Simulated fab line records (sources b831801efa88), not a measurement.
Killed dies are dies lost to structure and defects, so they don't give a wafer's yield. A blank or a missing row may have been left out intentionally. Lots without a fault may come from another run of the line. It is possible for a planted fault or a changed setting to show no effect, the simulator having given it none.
fab line records -- flow sky130 -- part 2 of 2: steps 28 to 38 of 38
record: lots: 5, wafers: 15, last_day: 51
route steps=708 shown NWELL@70 PWDE@84 VT_ADJUST_HVTP@85 VT_ADJUST_LVTN@97
lots that met no fault: from a run of the same line without faults
start_h: hours from the record's first day to the start of the lot's first wafer shown -- wait_h: time in hours since the lot's previous step -- " as in the row above -- L1.1+2: one row covering several wafers at once -- - no value, or no start given -- * or withheld: withheld -- < > ~ a bound
route shown NAME@n: a module of which the file shows steps, and the number in the route of the first -- usual: mean and standard deviation over wafers with no fault -- same: alike in all rows -- chamber/n: place in a boat -- sites: the reading at each site -- _std_site: their standard deviation -- _edge_site: mean of outer sites minus mean of inner sites -- radius_mm: for every site, how far away it sits from the centre of the wafer -- mask NAME#n: copy n -- behind: the last tool/chamber to shape the wafer -- hold: why the lot was held/for how many hours/how that ended -- device: whichever transistor did not switch (one of n, p or np) -- end of line: the route-end tests of the same wafers -- where a step has no rows: the recipe by itself -- killed: at the first sort, the dies lost to defects and structure; wafer yield is something else -- map: the dies of a wafer, with x for killed, . for not killed, _ for no die there
set.NAME: the run value of the setting; set.NAME@STEP: its run value at that earlier step -- model.NAME: the simulator's own value behind a step, which no gauge read
lots seen at some steps along the route; tables by step, rows by wafer
services: a tool's chamber out of use, with start hour (start_h, from the record's first day; less than 0 if before it), hours out, and reason
== steps ==
step: SKY_VT_ADJUST_LVTN_HMDS_01
recipe: prime_time_s: 60, prime_temp_c: 120
usual: exhaust_pa: 45.1/0.86
lot.wafer,tool,chamber,start_h,wait_h,exhaust_pa
L074.2,litho_track-03,0,149.75,0.1,44.6
L074.3,litho_track-03,0,149.75,0.1,45.0
L074.6,litho_track-03,0,149.75,0.1,44.3
L075.2,litho_track-04,0,150.99,0.1,44.6
L075.3,litho_track-04,0,150.99,0.1,44.9
L075.6,litho_track-04,0,150.99,0.1,43.9
L083.1,litho_track-03,0,191.48,0.1,43.9
L083.3,litho_track-03,0,191.48,0.1,45.0
L083.5,litho_track-03,0,191.48,0.1,44.6
L093.2,litho_track-04,0,259.84,0.1,45.6
L093.5,litho_track-04,0,259.84,0.1,45.8
L093.6,litho_track-04,0,259.84,0.1,44.3
L096.1,litho_track-03,0,286.63,0.1,43.9
L096.2,litho_track-03,0,286.63,0.1,44.3
L096.3,litho_track-03,0,286.63,0.1,44.1
step: SKY_VT_ADJUST_LVTN_COAT_02
recipe: spin_rpm: 2000, resist_thk_nm: 3000
usual: exhaust_pa: 45.2/0.9
lot.wafer,tool,chamber,start_h,wait_h,exhaust_pa
L074.2,litho_track-03,0,149.90,0.1,45.3
L074.3,litho_track-03,0,149.90,0.1,44.4
L074.6,litho_track-03,0,149.90,0.1,45.6
L075.2,litho_track-04,0,151.14,0.1,46.7
L075.3,litho_track-04,0,151.14,0.1,45.6
L075.6,litho_track-04,0,151.14,0.1,46.1
L083.1,litho_track-03,0,191.63,0.1,44.6
L083.3,litho_track-03,0,191.63,0.1,45.4
L083.5,litho_track-03,0,191.63,0.1,43.6
L093.2,litho_track-04,0,259.99,0.1,43.4
L093.5,litho_track-04,0,259.99,0.1,44.9
L093.6,litho_track-04,0,259.99,0.1,45.1
L096.1,litho_track-03,0,286.78,0.1,44.4
L096.2,litho_track-03,0,286.78,0.1,45.9
L096.3,litho_track-03,0,286.78,0.1,46.8
step: SKY_VT_ADJUST_LVTN_SOFTBAKE_03
recipe: temp_c: 110, time_s: withheld
usual: exhaust_pa: 45.0/0.88
lot.wafer,tool,chamber,start_h,wait_h,exhaust_pa
L074.2,litho_track-03,0,150.06,0.1,45.4
L074.3,litho_track-03,0,150.06,0.1,44.5
L074.6,litho_track-03,0,150.06,0.1,45.1
L075.2,litho_track-04,0,151.30,0.1,45.0
L075.3,litho_track-04,0,151.30,0.1,44.2
L075.6,litho_track-04,0,151.30,0.1,45.2
L083.1,litho_track-03,0,191.78,0.1,45.7
L083.3,litho_track-03,0,191.78,0.1,44.6
L083.5,litho_track-03,0,191.78,0.1,45.1
L093.2,litho_track-04,0,260.15,0.1,44.9
L093.5,litho_track-04,0,260.15,0.1,43.8
L093.6,litho_track-04,0,260.15,0.1,44.5
L096.1,litho_track-03,0,286.93,0.1,45.5
L096.2,litho_track-03,0,286.93,0.1,45.1
L096.3,litho_track-03,0,286.93,0.1,44.7
step: SKY_VT_ADJUST_LVTN_EXPOSE_04
recipe: mask_id: NWM_COMPLEMENT_LESS_NATIVE, na: 0.6, source_shape: conventional, sigma_outer: 0.6, polarization: unpolarized, target_cd_nm: 840, dose_mj: 194
lot.wafer,tool,chamber,start_h,wait_h,mask
L074.2+3+6,iline_stepper-01,0,-,-,NWM_COMPLEMENT_LESS_NATIVE#0
L075.2+3+6,iline_stepper-02,0,-,-,NWM_COMPLEMENT_LESS_NATIVE#0
L083.1+3+5,iline_stepper-02,0,-,-,NWM_COMPLEMENT_LESS_NATIVE#0
L093.2+5+6,iline_stepper-02,0,-,-,NWM_COMPLEMENT_LESS_NATIVE#0
L096.1+2+3,iline_stepper-01,0,-,-,NWM_COMPLEMENT_LESS_NATIVE#0
step: SKY_VT_ADJUST_LVTN_PEB_05
recipe: temp_c: 115, time_s: withheld
usual: exhaust_pa: 45.1/1
lot.wafer,tool,chamber,start_h,wait_h,exhaust_pa
L074.2,litho_track-03,0,-,-,43.5
L074.3,litho_track-03,0,-,-,46.4
L074.6,litho_track-03,0,-,-,46.2
L075.2,litho_track-04,0,-,-,45.3
L075.3,litho_track-04,0,-,-,45.3
L075.6,litho_track-04,0,-,-,44.8
L083.1,litho_track-02,0,-,-,47.0
L083.3,litho_track-02,0,-,-,46.5
L083.5,litho_track-02,0,-,-,45.9
L093.2,litho_track-02,0,-,-,45.0
L093.5,litho_track-02,0,-,-,45.0
L093.6,litho_track-02,0,-,-,45.0
L096.1,litho_track-02,0,-,-,44.8
L096.2,litho_track-02,0,-,-,44.8
L096.3,litho_track-02,0,-,-,43.6
step: SKY_VT_ADJUST_LVTN_DEVELOP_06
recipe: wall_angle_deg: 90, developer: TMAH, develop_time_s: 60, dev_temp_c: 23
usual: exhaust_pa: 45.0/0.93
lot.wafer,tool,chamber,start_h,wait_h,exhaust_pa
L074.2,litho_track-03,0,-,-,44.7
L074.3,litho_track-03,0,-,-,45.5
L074.6,litho_track-03,0,-,-,46.4
L075.2,litho_track-04,0,-,-,44.5
L075.3,litho_track-04,0,-,-,44.8
L075.6,litho_track-04,0,-,-,44.9
L083.1,litho_track-02,0,-,-,43.9
L083.3,litho_track-02,0,-,-,43.8
L083.5,litho_track-02,0,-,-,45.6
L093.2,litho_track-02,0,-,-,44.6
L093.5,litho_track-02,0,-,-,43.3
L093.6,litho_track-02,0,-,-,43.1
L096.1,litho_track-02,0,-,-,44.6
L096.2,litho_track-02,0,-,-,45.1
L096.3,litho_track-02,0,-,-,46.3
step: SKY_VT_ADJUST_LVTN_OVL_MEAS_07
usual: VT_ADJUST_LVTN_OVL: 0.2/1.2
lot.wafer,tool,chamber,start_h,wait_h,VT_ADJUST_LVTN_OVL[nm]
L074.2,overlay-02,-,161.28,-,0.4
L074.3,overlay-02,-,161.28,-,1.7
L074.6,overlay-02,-,161.28,-,1.8
L075.2,overlay-02,-,162.47,-,1.4
L075.3,overlay-02,-,162.47,-,0.8
L075.6,overlay-02,-,162.47,-,1.7
L083.1,overlay-01,-,204.05,-,-0.6
L083.3,overlay-01,-,204.05,-,-1.0
L083.5,overlay-01,-,204.05,-,0.3
L093.2,overlay-01,-,273.00,-,1.5
L093.5,overlay-01,-,273.00,-,1.7
L093.6,overlay-01,-,273.00,-,3.3
L096.1,overlay-01,-,299.95,-,-1.7
L096.2,overlay-01,-,299.95,-,1.6
L096.3,overlay-01,-,299.95,-,0.4
step: SKY_VT_ADJUST_LVTN_IMPLANT_08
recipe: species: B, energy_kev: 30, dose_cm2: 1.57e+12, tilt_deg: withheld
lot.wafer,tool,chamber,start_h,wait_h
L074.2+3+6,implanter-03,0,161.34,0.0
L075.2+3+6,implanter-03,0,162.53,0.0
L083.1+3+5,implanter-01,0,204.08,0.0
L093.2+5+6,implanter-03,0,273.06,0.0
L096.1+2+3,implanter-02,0,299.98,0.0
step: SKY_VT_ADJUST_LVTN_STRIP_09
recipe: chemistry: O2/N2, power_w: 1400, pressure_mtorr: 1500, platen_temp_c: withheld, o2_flow_sccm: 3000, n2_flow_sccm: 300, overash_fraction: 0.5
usual: drypump_motor_current_A: 5.9/0.45, oes_product_au: 0.722/0.0041, strip_time_to_endpoint_s: 36.93/0.1
lot.wafer,tool,chamber,start_h,wait_h,drypump_motor_current_A,oes_product_au,rf_hours_counter_h,strip_time_to_endpoint_s
L074.2,plasma_asher-04,0,161.46,0.1,5.5,0.715,47,36.89
L074.3,plasma_asher-04,0,161.46,0.1,5.5,0.720,-,36.93
L074.6,plasma_asher-04,1,161.46,0.1,5.6,0.720,-,36.80
L075.2,plasma_asher-03,1,162.65,0.1,6.5,0.726,35,36.79
L075.3,plasma_asher-03,1,162.65,0.1,6.4,0.717,-,36.93
L075.6,plasma_asher-03,1,162.65,0.1,6.4,0.714,-,36.91
L083.1,plasma_asher-04,0,204.23,0.1,5.6,0.729,51,36.97
L083.3,plasma_asher-04,0,204.23,0.1,5.5,0.726,-,36.97
L083.5,plasma_asher-04,0,204.23,0.1,5.5,0.723,-,36.95
L093.2,plasma_asher-01,0,273.18,0.1,6.4,0.715,15,36.93
L093.5,plasma_asher-01,1,273.18,0.1,6.5,0.728,-,36.89
L093.6,plasma_asher-01,0,273.18,0.1,6.4,0.715,-,36.96
L096.1,plasma_asher-04,1,300.13,0.1,5.6,0.721,61,36.99
L096.2,plasma_asher-04,0,300.13,0.1,5.5,0.723,61,37.04
L096.3,plasma_asher-04,1,300.13,0.1,5.6,0.721,-,36.98
step: SKY_VT_ADJUST_LVTN_TW_MEAS_10
usual: VT_ADJUST_LVTN_TW: 241/3.1
lot.wafer,tool,chamber,start_h,wait_h,VT_ADJUST_LVTN_TW
L074.2,film_metro-04,-,161.57,0.1,243
L074.3,film_metro-04,-,161.57,0.1,245
L074.6,film_metro-04,-,161.57,0.1,245
L075.2,film_metro-04,-,162.76,0.1,246
L075.3,film_metro-04,-,162.76,0.1,243
L075.6,film_metro-04,-,162.76,0.1,246
L083.1,film_metro-02,-,204.33,0.1,244
L083.3,film_metro-02,-,204.33,0.1,244
L083.5,film_metro-02,-,204.33,0.1,244
L093.2,film_metro-04,-,273.29,0.1,242
L093.5,film_metro-04,-,273.29,0.1,244
L093.6,film_metro-04,-,273.29,0.1,244
L096.1,film_metro-01,-,300.23,0.1,237
L096.2,film_metro-01,-,300.23,0.1,237
L096.3,film_metro-01,-,300.23,0.1,235
step: SKY_VT_ADJUST_LVTN_DEHYDRATE_11
recipe: temp_c: 200, time_s: 60
usual: exhaust_pa: 45.1/0.84
same: time_s: 60
lot.wafer,tool,chamber,start_h,wait_h,exhaust_pa
L074.2,litho_track-04,0,170.39,8.8,46.6
L074.3,litho_track-04,0,170.39,8.8,46.0
L074.6,litho_track-04,0,170.39,8.8,44.7
L075.2,litho_track-03,0,171.30,8.5,44.9
L075.3,litho_track-03,0,171.30,8.5,44.8
L075.6,litho_track-03,0,171.30,8.5,45.4
L083.1,litho_track-02,0,213.65,9.3,44.3
L083.3,litho_track-02,0,213.65,9.3,45.3
L083.5,litho_track-02,0,213.65,9.3,44.3
L093.2,litho_track-03,0,285.55,12.2,45.9
L093.5,litho_track-03,0,285.55,12.2,44.6
L093.6,litho_track-03,0,285.55,12.2,44.2
L096.1,litho_track-02,0,312.20,12.0,45.7
L096.2,litho_track-02,0,312.20,12.0,46.5
L096.3,litho_track-02,0,312.20,12.0,46.5
== services ==
tool,chamber,start_h,hours,kind
implanter-03,-,100.76,4.1,pm
plasma_asher-01,-,108.75,9.0,pm
plasma_asher-01,0,108.75,9.0,vent_cycle
plasma_asher-01,1,108.75,9.0,vent_cycle
plasma_asher-01,0,117.75,-,clean
plasma_asher-01,1,117.75,-,clean
iline_stepper-02,0,145.94,-,calibration
iline_stepper-01,-,162.52,1.7,pm
implanter-04,-,162.54,2.5,repair
implanter-02,-,176.81,3.2,pm
implanter-03,-,188.28,1.8,repair
iline_stepper-02,-,197.36,1.7,pm
implanter-03,-,214.06,0.8,repair
plasma_asher-03,-,214.75,2.8,pm
implanter-04,-,218.95,4.5,repair
implanter-04,-,244.24,4.3,pm
iline_stepper-02,-,244.51,4.4,pm
iline_stepper-01,0,248.43,-,calibration
implanter-03,-,262.29,4.1,repair
iline_stepper-01,-,272.53,2.1,pm
plasma_asher-03,-,274.05,2.7,repair
iline_stepper-01,-,274.62,-,consumable_replace:lamp
implanter-04,-,291.74,3.9,pm
iline_stepper-02,-,295.70,-,calibration
